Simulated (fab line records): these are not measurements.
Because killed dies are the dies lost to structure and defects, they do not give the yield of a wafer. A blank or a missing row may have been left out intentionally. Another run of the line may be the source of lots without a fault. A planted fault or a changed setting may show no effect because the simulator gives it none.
Which tool was responsible? || flow gf180mcu || 72 wafers from 24 lots sampled at 6 of the route's 602 steps

WHAT THE GAUGES SHOWED, per wafer
GF_HV_LDD_CD_MEAS_19 targets a cd of 400 nm. Usual: cd_nm at 399.0 nm, with a standard deviation of 2.5.
{"lot": "L074", "measured": "day 11 00:50", "on": "cd_sem-01", "cd_nm (nm)": "399.8 395.9 400.6", "flag": ""}
{"lot": "L075", "measured": "day 11 05:22", "on": "cd_sem-02", "cd_nm (nm)": "400.9 402.0 400.5", "flag": ""}
{"lot": "L076", "measured": "day 11 12:40", "on": "cd_sem-01", "cd_nm (nm)": "397.3 399.2 396.2", "flag": ""}
{"lot": "L077", "measured": "day 12 04:09", "on": "cd_sem-01", "cd_nm (nm)": "400.8 399.2 399.5", "flag": ""}
{"lot": "L078", "measured": "day 12 11:09", "on": "cd_sem-01", "cd_nm (nm)": "399.5 402.0 400.9", "flag": ""}
{"lot": "L079", "measured": "day 12 19:51", "on": "cd_sem-01", "cd_nm (nm)": "399.6 399.3 397.5", "flag": ""}
{"lot": "L080", "measured": "day 13 06:27", "on": "cd_sem-01", "cd_nm (nm)": "394.8 395.3 394.8", "flag": ""}
{"lot": "L082", "measured": "day 13 11:47", "on": "cd_sem-02", "cd_nm (nm)": "395.1 398.0 398.2", "flag": ""}
{"lot": "L081", "measured": "day 13 12:06", "on": "cd_sem-01", "cd_nm (nm)": "397.5 398.5 397.6", "flag": ""}
{"lot": "L083", "measured": "day 13 23:12", "on": "cd_sem-01", "cd_nm (nm)": "399.6 396.8 397.1", "flag": ""}
{"lot": "L084", "measured": "day 14 10:26", "on": "cd_sem-01", "cd_nm (nm)": "402.2 401.8 399.4", "flag": ""}
{"lot": "L085", "measured": "day 14 15:24", "on": "cd_sem-01", "cd_nm (nm)": "406.2 405.6 405.3", "flag": ""}
{"lot": "L086", "measured": "day 14 23:03", "on": "cd_sem-01", "cd_nm (nm)": "401.5 401.6 400.2", "flag": ""}
{"lot": "L087", "measured": "day 15 06:16", "on": "cd_sem-01", "cd_nm (nm)": "397.3 398.4 397.6", "flag": ""}
{"lot": "L088", "measured": "day 15 15:16", "on": "cd_sem-01", "cd_nm (nm)": "401.6 398.4 402.0", "flag": ""}
{"lot": "L089", "measured": "day 15 21:56", "on": "cd_sem-01", "cd_nm (nm)": "399.6 402.3 399.9", "flag": ""}
{"lot": "L090", "measured": "day 16 04:11", "on": "cd_sem-01", "cd_nm (nm)": "397.1 398.4 399.2", "flag": ""}
{"lot": "L091", "measured": "day 16 15:33", "on": "cd_sem-01", "cd_nm (nm)": "397.7 398.6 398.9", "flag": ""}
{"lot": "L092", "measured": "day 16 23:00", "on": "cd_sem-01", "cd_nm (nm)": "396.5 395.2 395.5", "flag": ""}
{"lot": "L093", "measured": "day 17 07:35", "on": "cd_sem-01", "cd_nm (nm)": "398.5 400.3 398.2", "flag": ""}
{"lot": "L094", "measured": "day 17 14:49", "on": "cd_sem-02", "cd_nm (nm)": "395.7 394.6 395.2", "flag": ""}
{"lot": "L095", "measured": "day 17 22:28", "on": "cd_sem-02", "cd_nm (nm)": "395.9 396.3 399.0", "flag": ""}
{"lot": "L096", "measured": "day 18 05:59", "on": "cd_sem-02", "cd_nm (nm)": "398.0 397.4 396.2", "flag": ""}
{"lot": "L097", "measured": "day 18 17:40", "on": "cd_sem-02", "cd_nm (nm)": "402.4 401.1 402.6", "flag": ""}

GF_V1_RS_MEAS_24: uses a four-point probe to measure. Usual: for V1_W_RS the level is 0.324 ohm/sq and the standard deviation is 0.0036.
{"lot": "L074", "measured": "day 18 14:49", "on": "film_metro-04", "V1_W_RS (ohm/sq)": "0.323 0.315 0.327", "flag": ""}
{"lot": "L075", "measured": "day 18 21:47", "on": "film_metro-03", "V1_W_RS (ohm/sq)": "0.327 0.325 0.328", "flag": ""}
{"lot": "L076", "measured": "day 19 03:09", "on": "film_metro-02", "V1_W_RS (ohm/sq)": "0.320 0.323 0.323", "flag": ""}
{"lot": "L077", "measured": "day 19 23:14", "on": "film_metro-02", "V1_W_RS (ohm/sq)": "0.326 0.321 0.327", "flag": ""}
{"lot": "L078", "measured": "day 20 10:07", "on": "film_metro-03", "V1_W_RS (ohm/sq)": "0.317 0.322 0.324", "flag": ""}
{"lot": "L079", "measured": "day 20 21:59", "on": "film_metro-02", "V1_W_RS (ohm/sq)": "0.329 0.325 0.321", "flag": ""}
{"lot": "L080", "measured": "day 21 06:52", "on": "film_metro-04", "V1_W_RS (ohm/sq)": "0.318 0.323 0.324", "flag": ""}
{"lot": "L082", "measured": "day 21 19:42", "on": "film_metro-03", "V1_W_RS (ohm/sq)": "0.323 0.330 0.330", "flag": ""}
{"lot": "L081", "measured": "day 21 19:31", "on": "film_metro-02", "V1_W_RS (ohm/sq)": "0.325 0.325 0.328", "flag": ""}
{"lot": "L083", "measured": "day 22 01:28", "on": "film_metro-04", "V1_W_RS (ohm/sq)": "0.322 0.325 0.330", "flag": ""}
{"lot": "L084", "measured": "day 22 18:10", "on": "film_metro-04", "V1_W_RS (ohm/sq)": "0.324 0.329 0.326", "flag": ""}
{"lot": "L085", "measured": "day 22 22:49", "on": "film_metro-03", "V1_W_RS (ohm/sq)": "0.330 0.321 0.335", "flag": ""}
{"lot": "L086", "measured": "day 23 07:41", "on": "film_metro-04", "V1_W_RS (ohm/sq)": "0.324 0.324 0.326", "flag": ""}
{"lot": "L087", "measured": "day 23 14:44", "on": "film_metro-02", "V1_W_RS (ohm/sq)": "0.320 0.330 0.325", "flag": ""}
{"lot": "L088", "measured": "day 24 00:11", "on": "film_metro-03", "V1_W_RS (ohm/sq)": "0.324 0.321 0.324", "flag": ""}
{"lot": "L089", "measured": "day 24 06:25", "on": "film_metro-03", "V1_W_RS (ohm/sq)": "0.323 0.328 0.321", "flag": ""}
{"lot": "L090", "measured": "day 25 01:39", "on": "film_metro-03", "V1_W_RS (ohm/sq)": "0.323 0.322 0.321", "flag": ""}
{"lot": "L091", "measured": "day 25 02:34", "on": "film_metro-02", "V1_W_RS (ohm/sq)": "0.326 0.325 0.327", "flag": ""}
{"lot": "L092", "measured": "day 25 06:05", "on": "film_metro-02", "V1_W_RS (ohm/sq)": "0.322 0.328 0.321", "flag": ""}
{"lot": "L093", "measured": "day 25 11:25", "on": "film_metro-02", "V1_W_RS (ohm/sq)": "0.320 0.321 0.319", "flag": ""}
{"lot": "L094", "measured": "day 25 23:17", "on": "film_metro-04", "V1_W_RS (ohm/sq)": "0.332 0.325 0.332", "flag": ""}
{"lot": "L095", "measured": "day 26 04:43", "on": "film_metro-02", "V1_W_RS (ohm/sq)": "0.326 0.326 0.327", "flag": ""}
{"lot": "L096", "measured": "day 26 23:56", "on": "film_metro-04", "V1_W_RS (ohm/sq)": "0.322 0.319 0.323", "flag": ""}
{"lot": "L097", "measured": "day 27 01:34", "on": "film_metro-03", "V1_W_RS (ohm/sq)": "0.323 0.326 0.320", "flag": ""}

GF_V3_THK_MEAS_25: measures by xrf. Usual: for V3_W_THK the level is 355 nm and the standard deviation is 5.3.
{"lot": "L074", "measured": "day 22 20:47", "on": "film_metro-04", "V3_W_THK (nm)": "360 365 363", "flag": ""}
{"lot": "L075", "measured": "day 23 03:40", "on": "film_metro-02", "V3_W_THK (nm)": "361 358 358", "flag": ""}
{"lot": "L076", "measured": "day 23 10:09", "on": "film_metro-03", "V3_W_THK (nm)": "355 353 353", "flag": ""}
{"lot": "L077", "measured": "day 24 03:08", "on": "film_metro-04", "V3_W_THK (nm)": "351 354 364", "flag": ""}
{"lot": "L078", "measured": "day 25 02:01", "on": "film_metro-04", "V3_W_THK (nm)": "359 369 363", "flag": ""}
{"lot": "L079", "measured": "day 25 03:29", "on": "film_metro-02", "V3_W_THK (nm)": "358 351 353", "flag": ""}
{"lot": "L080", "measured": "day 25 07:51", "on": "film_metro-02", "V3_W_THK (nm)": "356 361 351", "flag": ""}
{"lot": "L082", "measured": "day 25 22:38", "on": "film_metro-03", "V3_W_THK (nm)": "347 357 355", "flag": ""}
{"lot": "L081", "measured": "day 25 19:18", "on": "film_metro-03", "V3_W_THK (nm)": "346 342 361", "flag": ""}
{"lot": "L083", "measured": "day 26 00:32", "on": "film_metro-02", "V3_W_THK (nm)": "357 352 355", "flag": ""}
{"lot": "L084", "measured": "day 27 00:57", "on": "film_metro-04", "V3_W_THK (nm)": "352 351 352", "flag": ""}
{"lot": "L085", "measured": "day 27 01:19", "on": "film_metro-02", "V3_W_THK (nm)": "349 350 357", "flag": ""}
{"lot": "L086", "measured": "day 27 07:29", "on": "film_metro-02", "V3_W_THK (nm)": "356 356 357", "flag": ""}
{"lot": "L087", "measured": "day 27 09:48", "on": "film_metro-03", "V3_W_THK (nm)": "359 354 353", "flag": ""}
{"lot": "L088", "measured": "day 27 20:29", "on": "film_metro-03", "V3_W_THK (nm)": "353 355 357", "flag": ""}
{"lot": "L089", "measured": "day 28 03:02", "on": "film_metro-03", "V3_W_THK (nm)": "347 352 349", "flag": ""}
{"lot": "L090", "measured": "day 28 18:56", "on": "film_metro-04", "V3_W_THK (nm)": "362 349 359", "flag": ""}
{"lot": "L091", "measured": "day 28 20:52", "on": "film_metro-03", "V3_W_THK (nm)": "359 361 356", "flag": ""}
{"lot": "L092", "measured": "day 28 22:56", "on": "film_metro-04", "V3_W_THK (nm)": "355 354 349", "flag": ""}
{"lot": "L093", "measured": "day 29 03:59", "on": "film_metro-04", "V3_W_THK (nm)": "352 354 352", "flag": ""}
{"lot": "L094", "measured": "day 29 14:29", "on": "film_metro-02", "V3_W_THK (nm)": "351 365 353", "flag": ""}
{"lot": "L095", "measured": "day 29 19:39", "on": "film_metro-03", "V3_W_THK (nm)": "355 366 363", "flag": ""}
{"lot": "L096", "measured": "day 30 12:50", "on": "film_metro-04", "V3_W_THK (nm)": "361 357 359", "flag": ""}
{"lot": "L097", "measured": "day 30 15:08", "on": "film_metro-04", "V3_W_THK (nm)": "343 349 344", "flag": ""}

GF_PASSIVATION_THK_MEAS_01. Usual: for PASSIVATION_CVD_00_THK the level is 997 nm and the standard deviation is 15.
{"lot": "L074", "measured": "day 28 19:04", "on": "film_metro-01", "PASSIVATION_CVD_00_THK (nm)": "977 995 1011", "flag": ""}
{"lot": "L075", "measured": "day 28 21:43", "on": "film_metro-03", "PASSIVATION_CVD_00_THK (nm)": "986 1007 1003", "flag": ""}
{"lot": "L076", "measured": "day 29 01:46", "on": "film_metro-03", "PASSIVATION_CVD_00_THK (nm)": "989 1002 1011", "flag": ""}
{"lot": "L077", "measured": "day 29 19:27", "on": "film_metro-01", "PASSIVATION_CVD_00_THK (nm)": "986 986 1009", "flag": ""}
{"lot": "L078", "measured": "day 30 09:27", "on": "film_metro-03", "PASSIVATION_CVD_00_THK (nm)": "999 1001 1009", "flag": ""}
{"lot": "L079", "measured": "day 30 13:15", "on": "film_metro-01", "PASSIVATION_CVD_00_THK (nm)": "971 992 983", "flag": ""}
{"lot": "L080", "measured": "day 30 17:24", "on": "film_metro-03", "PASSIVATION_CVD_00_THK (nm)": "986 997 1024", "flag": ""}
{"lot": "L082", "measured": "day 31 04:08", "on": "film_metro-02", "PASSIVATION_CVD_00_THK (nm)": "966 986 992", "flag": ""}
{"lot": "L081", "measured": "day 31 01:56", "on": "film_metro-01", "PASSIVATION_CVD_00_THK (nm)": "958 971 991", "flag": ""}
{"lot": "L083", "measured": "day 31 05:59", "on": "film_metro-01", "PASSIVATION_CVD_00_THK (nm)": "994 1020 1018", "flag": ""}
{"lot": "L084", "measured": "day 32 04:25", "on": "film_metro-01", "PASSIVATION_CVD_00_THK (nm)": "1004 985 1006", "flag": ""}
{"lot": "L085", "measured": "day 32 05:41", "on": "film_metro-03", "PASSIVATION_CVD_00_THK (nm)": "1001 988 1014", "flag": ""}
{"lot": "L086", "measured": "day 32 11:18", "on": "film_metro-01", "PASSIVATION_CVD_00_THK (nm)": "972 980 989", "flag": ""}
{"lot": "L087", "measured": "day 32 11:23", "on": "film_metro-02", "PASSIVATION_CVD_00_THK (nm)": "1000 1015 1014", "flag": ""}
{"lot": "L088", "measured": "day 32 17:52", "on": "film_metro-02", "PASSIVATION_CVD_00_THK (nm)": "973 978 987", "flag": ""}
{"lot": "L089", "measured": "day 33 02:07", "on": "film_metro-03", "PASSIVATION_CVD_00_THK (nm)": "1001 996 1008", "flag": ""}
{"lot": "L090", "measured": "day 33 13:59", "on": "film_metro-03", "PASSIVATION_CVD_00_THK (nm)": "996 999 1013", "flag": ""}
{"lot": "L091", "measured": "day 33 16:05", "on": "film_metro-01", "PASSIVATION_CVD_00_THK (nm)": "981 994 1001", "flag": ""}
{"lot": "L092", "measured": "day 33 19:15", "on": "film_metro-01", "PASSIVATION_CVD_00_THK (nm)": "975 991 999", "flag": ""}
{"lot": "L093", "measured": "day 33 22:56", "on": "film_metro-02", "PASSIVATION_CVD_00_THK (nm)": "988 1003 1012", "flag": ""}
{"lot": "L094", "measured": "day 34 05:50", "on": "film_metro-03", "PASSIVATION_CVD_00_THK (nm)": "986 1032 1009", "flag": ""}
{"lot": "L095", "measured": "day 34 13:23", "on": "film_metro-01", "PASSIVATION_CVD_00_THK (nm)": "1003 1014 1015", "flag": ""}
{"lot": "L096", "measured": "day 35 00:28", "on": "film_metro-02", "PASSIVATION_CVD_00_THK (nm)": "993 1003 1007", "flag": ""}
{"lot": "L097", "measured": "day 35 01:32", "on": "film_metro-03", "PASSIVATION_CVD_00_THK (nm)": "990 1021 984", "flag": ""}

TOOL THAT RAN EACH LOT (tool first, then ch and the chambers of the sampled wafers, then the start)
{"lot": "L074", "GF_M4_STRIP_17": "plasma_asher-02 ch 0,1, day 23 20:29", "GF_V4_ETCH_16": "rie_diel-01 ch 0,1,3, day 25 02:00"}
{"lot": "L075", "GF_M4_STRIP_17": "plasma_asher-04 ch 0,1, day 24 03:08", "GF_V4_ETCH_16": "rie_diel-04 ch 0,2,3, day 25 03:19"}
{"lot": "L076", "GF_M4_STRIP_17": "plasma_asher-04 ch 0,1, day 24 07:51", "GF_V4_ETCH_16": "rie_diel-04 ch 1,3, day 25 07:43"}
{"lot": "L077", "GF_M4_STRIP_17": "plasma_asher-03 ch 1, day 25 02:57", "GF_V4_ETCH_16": "rie_diel-02 ch 0,3, day 26 02:32"}
{"lot": "L078", "GF_M4_STRIP_17": "plasma_asher-03 ch 0,1, day 26 00:23", "GF_V4_ETCH_16": "rie_diel-01 ch 0,3, day 26 22:50"}
{"lot": "L079", "GF_M4_STRIP_17": "plasma_asher-04 ch 0,1, day 26 02:34", "GF_V4_ETCH_16": "rie_diel-04 ch 0,2,3, day 27 00:54"}
{"lot": "L080", "GF_M4_STRIP_17": "plasma_asher-03 ch 0,1, day 26 06:00", "GF_V4_ETCH_16": "rie_diel-04 ch 0,1,2, day 27 04:38"}
{"lot": "L082", "GF_M4_STRIP_17": "plasma_asher-03 ch 0,1, day 26 20:46", "GF_V4_ETCH_16": "rie_diel-01 ch 1,2, day 27 18:32"}
{"lot": "L081", "GF_M4_STRIP_17": "plasma_asher-04 ch 0,1, day 26 16:49", "GF_V4_ETCH_16": "rie_diel-02 ch 0,1, day 27 14:41"}
{"lot": "L083", "GF_M4_STRIP_17": "plasma_asher-03 ch 0,1, day 26 22:07", "GF_V4_ETCH_16": "rie_diel-01 ch 0,3, day 27 20:03"}
{"lot": "L084", "GF_M4_STRIP_17": "plasma_asher-02 ch 0, day 27 22:25", "GF_V4_ETCH_16": "rie_diel-02 ch 0,3, day 28 19:39"}
{"lot": "L085", "GF_M4_STRIP_17": "plasma_asher-03 ch 0,1, day 27 22:40", "GF_V4_ETCH_16": "rie_diel-01 ch 1,2,3, day 28 20:00"}
{"lot": "L086", "GF_M4_STRIP_17": "plasma_asher-03 ch 0, day 28 04:05", "GF_V4_ETCH_16": "rie_diel-02 ch 0,2, day 29 02:29"}
{"lot": "L087", "GF_M4_STRIP_17": "plasma_asher-04 ch 0,1, day 28 06:20", "GF_V4_ETCH_16": "rie_diel-01 ch 1,2,3, day 29 03:31"}
{"lot": "L088", "GF_M4_STRIP_17": "plasma_asher-03 ch 0,1, day 28 16:41", "GF_V4_ETCH_16": "rie_diel-02 ch 1,2,3, day 29 13:16"}
{"lot": "L089", "GF_M4_STRIP_17": "plasma_asher-03 ch 0, day 28 23:29", "GF_V4_ETCH_16": "rie_diel-04 ch 0,3, day 29 20:34"}
{"lot": "L090", "GF_M4_STRIP_17": "plasma_asher-04 ch 0,1, day 29 15:26", "GF_V4_ETCH_16": "rie_diel-04 ch 0,1, day 30 11:41"}
{"lot": "L091", "GF_M4_STRIP_17": "plasma_asher-04 ch 0,1, day 29 17:26", "GF_V4_ETCH_16": "rie_diel-01 ch 0,3, day 30 13:23"}
{"lot": "L092", "GF_M4_STRIP_17": "plasma_asher-03 ch 0,1, day 29 19:58", "GF_V4_ETCH_16": "rie_diel-04 ch 1,2,3, day 30 16:08"}
{"lot": "L093", "GF_M4_STRIP_17": "plasma_asher-03 ch 0,1, day 29 23:53", "GF_V4_ETCH_16": "rie_diel-02 ch 0,1,2, day 30 20:30"}
{"lot": "L094", "GF_M4_STRIP_17": "plasma_asher-02 ch 0,1, day 30 09:43", "GF_V4_ETCH_16": "rie_diel-04 ch 0,1,3, day 31 04:50"}
{"lot": "L095", "GF_M4_STRIP_17": "plasma_asher-04 ch 0,1, day 30 15:17", "GF_V4_ETCH_16": "rie_diel-04 ch 1,2,3, day 31 11:23"}
{"lot": "L096", "GF_M4_STRIP_17": "plasma_asher-04 ch 0,1, day 31 07:58", "GF_V4_ETCH_16": "rie_diel-01 ch 0,1,3, day 32 02:42"}
{"lot": "L097", "GF_M4_STRIP_17": "plasma_asher-04 ch 0,1, day 31 09:56", "GF_V4_ETCH_16": "rie_diel-01 ch 0,1,3, day 32 05:13"}
- GF_M4_STRIP_17: strips in O2/N2.
- GF_V4_ETCH_16: etches BARC in N2/H2.

AS READ BY THE TOOLS THEMSELVES (means over the sampled wafers that have a number; for cases with no such wafer, the mark the record gives instead)
GF_M4_STRIP_17. Usual: drypump_motor_current_A 5.8 A, standard deviation 0.57; heater_power_w 325 W, standard deviation 45; o2_flow_sccm 3000 sccm, standard deviation 8.7; oes_product_au 0.558 a.u., standard deviation 0.0048; strip_time_to_endpoint_s 7.88 s, standard deviation 0.051.
{"lot": "L074", "tool": "plasma_asher-02", "drypump_motor_current_A (A)": 5.9, "heater_power_w (W)": 383, "o2_flow_sccm (sccm)": 2991, "oes_product_au (a.u.)": 0.562, "strip_time_to_endpoint_s (s)": 7.94, "flag": ""}
{"lot": "L075", "tool": "plasma_asher-04", "drypump_motor_current_A (A)": 5.2, "heater_power_w (W)": 360, "o2_flow_sccm (sccm)": 3012, "oes_product_au (a.u.)": 0.558, "strip_time_to_endpoint_s (s)": 7.94, "flag": ""}
{"lot": "L076", "tool": "plasma_asher-04", "drypump_motor_current_A (A)": 5.6, "heater_power_w (W)": 328, "o2_flow_sccm (sccm)": 2989, "oes_product_au (a.u.)": 0.558, "strip_time_to_endpoint_s (s)": 7.86, "flag": ""}
{"lot": "L077", "tool": "plasma_asher-03", "drypump_motor_current_A (A)": 6.6, "heater_power_w (W)": 280, "o2_flow_sccm (sccm)": 2998, "oes_product_au (a.u.)": 0.560, "strip_time_to_endpoint_s (s)": 7.89, "flag": ""}
{"lot": "L078", "tool": "plasma_asher-03", "drypump_motor_current_A (A)": 6.3, "heater_power_w (W)": 287, "o2_flow_sccm (sccm)": 3000, "oes_product_au (a.u.)": 0.556, "strip_time_to_endpoint_s (s)": 7.85, "flag": ""}
{"lot": "L079", "tool": "plasma_asher-04", "drypump_motor_current_A (A)": 5.2, "heater_power_w (W)": 362, "o2_flow_sccm (sccm)": 2998, "oes_product_au (a.u.)": 0.559, "strip_time_to_endpoint_s (s)": 7.90, "flag": ""}
{"lot": "L080", "tool": "plasma_asher-03", "drypump_motor_current_A (A)": 6.3, "heater_power_w (W)": 292, "o2_flow_sccm (sccm)": 3001, "oes_product_au (a.u.)": 0.557, "strip_time_to_endpoint_s (s)": 7.88, "flag": ""}
{"lot": "L082", "tool": "plasma_asher-03", "drypump_motor_current_A (A)": 6.3, "heater_power_w (W)": 295, "o2_flow_sccm (sccm)": 2996, "oes_product_au (a.u.)": 0.557, "strip_time_to_endpoint_s (s)": 7.82, "flag": ""}
{"lot": "L081", "tool": "plasma_asher-04", "drypump_motor_current_A (A)": 5.6, "heater_power_w (W)": 332, "o2_flow_sccm (sccm)": 3002, "oes_product_au (a.u.)": 0.559, "strip_time_to_endpoint_s (s)": 7.87, "flag": ""}
{"lot": "L083", "tool": "plasma_asher-03", "drypump_motor_current_A (A)": 6.0, "heater_power_w (W)": 304, "o2_flow_sccm (sccm)": 3002, "oes_product_au (a.u.)": 0.558, "strip_time_to_endpoint_s (s)": 7.91, "flag": ""}
{"lot": "L084", "tool": "plasma_asher-02", "drypump_motor_current_A (A)": 5.8, "heater_power_w (W)": 421, "o2_flow_sccm (sccm)": 3008, "oes_product_au (a.u.)": 0.554, "strip_time_to_endpoint_s (s)": 7.86, "flag": ""}
{"lot": "L085", "tool": "plasma_asher-03", "drypump_motor_current_A (A)": 6.3, "heater_power_w (W)": 293, "o2_flow_sccm (sccm)": 3017, "oes_product_au (a.u.)": 0.560, "strip_time_to_endpoint_s (s)": 7.88, "flag": ""}
{"lot": "L086", "tool": "plasma_asher-03", "drypump_motor_current_A (A)": 5.7, "heater_power_w (W)": 316, "o2_flow_sccm (sccm)": 3004, "oes_product_au (a.u.)": 0.562, "strip_time_to_endpoint_s (s)": 7.96, "flag": ""}
{"lot": "L087", "tool": "plasma_asher-04", "drypump_motor_current_A (A)": 5.2, "heater_power_w (W)": 360, "o2_flow_sccm (sccm)": 3000, "oes_product_au (a.u.)": 0.558, "strip_time_to_endpoint_s (s)": 7.87, "flag": ""}
{"lot": "L088", "tool": "plasma_asher-03", "drypump_motor_current_A (A)": 6.0, "heater_power_w (W)": 307, "o2_flow_sccm (sccm)": 2999, "oes_product_au (a.u.)": 0.554, "strip_time_to_endpoint_s (s)": 7.86, "flag": ""}
{"lot": "L089", "tool": "plasma_asher-03", "drypump_motor_current_A (A)": 5.8, "heater_power_w (W)": 315, "o2_flow_sccm (sccm)": 2999, "oes_product_au (a.u.)": 0.558, "strip_time_to_endpoint_s (s)": 7.91, "flag": ""}
{"lot": "L090", "tool": "plasma_asher-04", "drypump_motor_current_A (A)": 5.2, "heater_power_w (W)": 357, "o2_flow_sccm (sccm)": 2997, "oes_product_au (a.u.)": 0.556, "strip_time_to_endpoint_s (s)": 7.82, "flag": ""}
{"lot": "L091", "tool": "plasma_asher-04", "drypump_motor_current_A (A)": 5.2, "heater_power_w (W)": 358, "o2_flow_sccm (sccm)": 3004, "oes_product_au (a.u.)": 0.554, "strip_time_to_endpoint_s (s)": 7.85, "flag": ""}
{"lot": "L092", "tool": "plasma_asher-03", "drypump_motor_current_A (A)": 6.0, "heater_power_w (W)": 304, "o2_flow_sccm (sccm)": 2998, "oes_product_au (a.u.)": 0.557, "strip_time_to_endpoint_s (s)": 7.86, "flag": ""}
{"lot": "L093", "tool": "plasma_asher-03", "drypump_motor_current_A (A)": 6.0, "heater_power_w (W)": 306, "o2_flow_sccm (sccm)": 2996, "oes_product_au (a.u.)": 0.557, "strip_time_to_endpoint_s (s)": 7.85, "flag": ""}
{"lot": "L094", "tool": "plasma_asher-02", "drypump_motor_current_A (A)": 5.9, "heater_power_w (W)": 379, "o2_flow_sccm (sccm)": 2996, "oes_product_au (a.u.)": 0.562, "strip_time_to_endpoint_s (s)": 7.94, "flag": ""}
{"lot": "L095", "tool": "plasma_asher-04", "drypump_motor_current_A (A)": 5.6, "heater_power_w (W)": 330, "o2_flow_sccm (sccm)": 2999, "oes_product_au (a.u.)": 0.562, "strip_time_to_endpoint_s (s)": 7.92, "flag": ""}
{"lot": "L096", "tool": "plasma_asher-04", "drypump_motor_current_A (A)": 5.6, "heater_power_w (W)": 329, "o2_flow_sccm (sccm)": 2999, "oes_product_au (a.u.)": 0.555, "strip_time_to_endpoint_s (s)": 7.85, "flag": ""}
{"lot": "L097", "tool": "plasma_asher-04", "drypump_motor_current_A (A)": 5.6, "heater_power_w (W)": 331, "o2_flow_sccm (sccm)": 3006, "oes_product_au (a.u.)": 0.551, "strip_time_to_endpoint_s (s)": 7.79, "flag": ""}

GF_V4_ETCH_16. Usual: drypump_motor_current_A 5.7 A, standard deviation 0.45; oes_product_au 0.854 a.u., standard deviation 0.0049; throttle_valve_pct 13.224 %, standard deviation 0.0081.
{"lot": "L074", "tool": "rie_diel-01", "drypump_motor_current_A (A)": 5.8, "oes_product_au (a.u.)": 0.859, "throttle_valve_pct (%)": 13.229, "flag": ""}
{"lot": "L075", "tool": "rie_diel-04", "drypump_motor_current_A (A)": 5.5, "oes_product_au (a.u.)": 0.851, "throttle_valve_pct (%)": 13.214, "flag": ""}
{"lot": "L076", "tool": "rie_diel-04", "drypump_motor_current_A (A)": 5.9, "oes_product_au (a.u.)": 0.857, "throttle_valve_pct (%)": 13.227, "flag": ""}
{"lot": "L077", "tool": "rie_diel-02", "drypump_motor_current_A (A)": 5.6, "oes_product_au (a.u.)": 0.854, "throttle_valve_pct (%)": 13.225, "flag": ""}
{"lot": "L078", "tool": "rie_diel-01", "drypump_motor_current_A (A)": 5.7, "oes_product_au (a.u.)": 0.853, "throttle_valve_pct (%)": 13.217, "flag": ""}
{"lot": "L079", "tool": "rie_diel-04", "drypump_motor_current_A (A)": 5.5, "oes_product_au (a.u.)": 0.854, "throttle_valve_pct (%)": 13.233, "flag": ""}
{"lot": "L080", "tool": "rie_diel-04", "drypump_motor_current_A (A)": 5.8, "oes_product_au (a.u.)": 0.854, "throttle_valve_pct (%)": 13.223, "flag": ""}
{"lot": "L082", "tool": "rie_diel-01", "drypump_motor_current_A (A)": 5.8, "oes_product_au (a.u.)": 0.858, "throttle_valve_pct (%)": 13.233, "flag": ""}
{"lot": "L081", "tool": "rie_diel-02", "drypump_motor_current_A (A)": 5.8, "oes_product_au (a.u.)": 0.848, "throttle_valve_pct (%)": 13.223, "flag": ""}
{"lot": "L083", "tool": "rie_diel-01", "drypump_motor_current_A (A)": 5.7, "oes_product_au (a.u.)": 0.850, "throttle_valve_pct (%)": 13.221, "flag": ""}
{"lot": "L084", "tool": "rie_diel-02", "drypump_motor_current_A (A)": 5.9, "oes_product_au (a.u.)": 0.850, "throttle_valve_pct (%)": 13.217, "flag": ""}
{"lot": "L085", "tool": "rie_diel-01", "drypump_motor_current_A (A)": 5.8, "oes_product_au (a.u.)": 0.855, "throttle_valve_pct (%)": 13.225, "flag": ""}
{"lot": "L086", "tool": "rie_diel-02", "drypump_motor_current_A (A)": 6.0, "oes_product_au (a.u.)": 0.856, "throttle_valve_pct (%)": 13.216, "flag": ""}
{"lot": "L087", "tool": "rie_diel-01", "drypump_motor_current_A (A)": 5.8, "oes_product_au (a.u.)": 0.848, "throttle_valve_pct (%)": 13.220, "flag": ""}
{"lot": "L088", "tool": "rie_diel-02", "drypump_motor_current_A (A)": 5.2, "oes_product_au (a.u.)": 0.853, "throttle_valve_pct (%)": 13.228, "flag": ""}
{"lot": "L089", "tool": "rie_diel-04", "drypump_motor_current_A (A)": 5.1, "oes_product_au (a.u.)": 0.853, "throttle_valve_pct (%)": 13.226, "flag": ""}
{"lot": "L090", "tool": "rie_diel-04", "drypump_motor_current_A (A)": 5.9, "oes_product_au (a.u.)": 0.856, "throttle_valve_pct (%)": 13.219, "flag": ""}
{"lot": "L091", "tool": "rie_diel-01", "drypump_motor_current_A (A)": 5.7, "oes_product_au (a.u.)": 0.850, "throttle_valve_pct (%)": 13.225, "flag": ""}
{"lot": "L092", "tool": "rie_diel-04", "drypump_motor_current_A (A)": 6.1, "oes_product_au (a.u.)": 0.856, "throttle_valve_pct (%)": 13.227, "flag": ""}
{"lot": "L093", "tool": "rie_diel-02", "drypump_motor_current_A (A)": 5.5, "oes_product_au (a.u.)": 0.853, "throttle_valve_pct (%)": 13.233, "flag": ""}
{"lot": "L094", "tool": "rie_diel-04", "drypump_motor_current_A (A)": 5.6, "oes_product_au (a.u.)": 0.856, "throttle_valve_pct (%)": 13.223, "flag": ""}
{"lot": "L095", "tool": "rie_diel-04", "drypump_motor_current_A (A)": 6.1, "oes_product_au (a.u.)": 0.854, "throttle_valve_pct (%)": 13.223, "flag": ""}
{"lot": "L096", "tool": "rie_diel-01", "drypump_motor_current_A (A)": 5.8, "oes_product_au (a.u.)": 0.855, "throttle_valve_pct (%)": 13.224, "flag": ""}
{"lot": "L097", "tool": "rie_diel-01", "drypump_motor_current_A (A)": 5.8, "oes_product_au (a.u.)": 0.856, "throttle_valve_pct (%)": 13.233, "flag": ""}

THE ANSWER, worked out from the rows above alone
Rule: lot off if the mean of its wafers having a number is beyond 3 standard deviations from the usual mean. A lot without any number at a reading at which 4 lots or more have one is off too. The other lots that the step has rows for count as sound. After the gauges, taken in route order, come the tools' own readings; for these a lot's mean is taken, as printed above. At the first step where some lot is off, the reading lying furthest off is the one used; lots without a number count as furthest.
Across all readings shown, no lot is off: no conclusion can be drawn from this.

WHAT WAS PUT IN BY THE SIMULATOR
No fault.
